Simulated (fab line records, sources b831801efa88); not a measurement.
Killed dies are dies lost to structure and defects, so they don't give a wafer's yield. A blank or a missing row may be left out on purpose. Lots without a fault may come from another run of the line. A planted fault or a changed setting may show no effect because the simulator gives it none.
Chamber matching | flow sky130 | SKY_CAP2M_CVD_00 on pecvd-01: 3 sister chambers
The step deposits SiO2, target thk 15.5 nm. 3 wafers are shown with their chamber, then 11 later ones without.

WAFERS WITH THEIR CHAMBER
wafer  | chamber | heater_power_w (W)
L088.5 | 1       | 648
L093.5 | 0       | 785
L094.3 | 2       | 825

WAFERS WITHOUT THEIR CHAMBER
wafer  | heater_power_w (W)
L094.5 | 678
L094.6 | 717
L095.1 | 712
L095.2 | 795
L095.6 | 771
L096.1 | 782
L096.3 | 826
L096.5 | 803
L097.2 | 738
L097.3 | 730
L097.5 | 762

WHICH CHAMBER EACH WENT THROUGH
wafer  | from the rows above          | in truth
L094.5 | 1                            | 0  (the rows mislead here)
L094.6 | can't be placed: 0 or 1 or 2 | 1
L095.1 | can't be placed: 1 or 0 or 2 | 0
L095.2 | can't be placed: 0 or 2      | 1
L095.6 | can't be placed: 0 or 2      | 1
L096.1 | can't be placed: 0 or 2      | 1
L096.3 | can't be placed: 2 or 0      | 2
L096.5 | can't be placed: 0 or 2      | 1
L097.2 | can't be placed: 0 or 2 or 1 | 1
L097.3 | can't be placed: 0 or 1 or 2 | 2
L097.5 | can't be placed: 0 or 2      | 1
Placed correctly: 0 of 11. Can't be placed from these rows: 10 (the true chamber is among the candidates in 5). Placed wrongly: 1.
How it was worked out, from the rows above alone: a wafer's distance from a chamber is the root of the sum, over the readings, of the square of ((its reading less the chamber's mean) divided by the reading's scatter). The wafer belongs to the nearest chamber; if the next one is less than 2 further off, it can't be placed. A chamber's mean is the mean of its shown wafers. The scatter: with one shown wafer a chamber, the root of the mean of the squares of how far each hidden wafer lies from its nearest shown one.
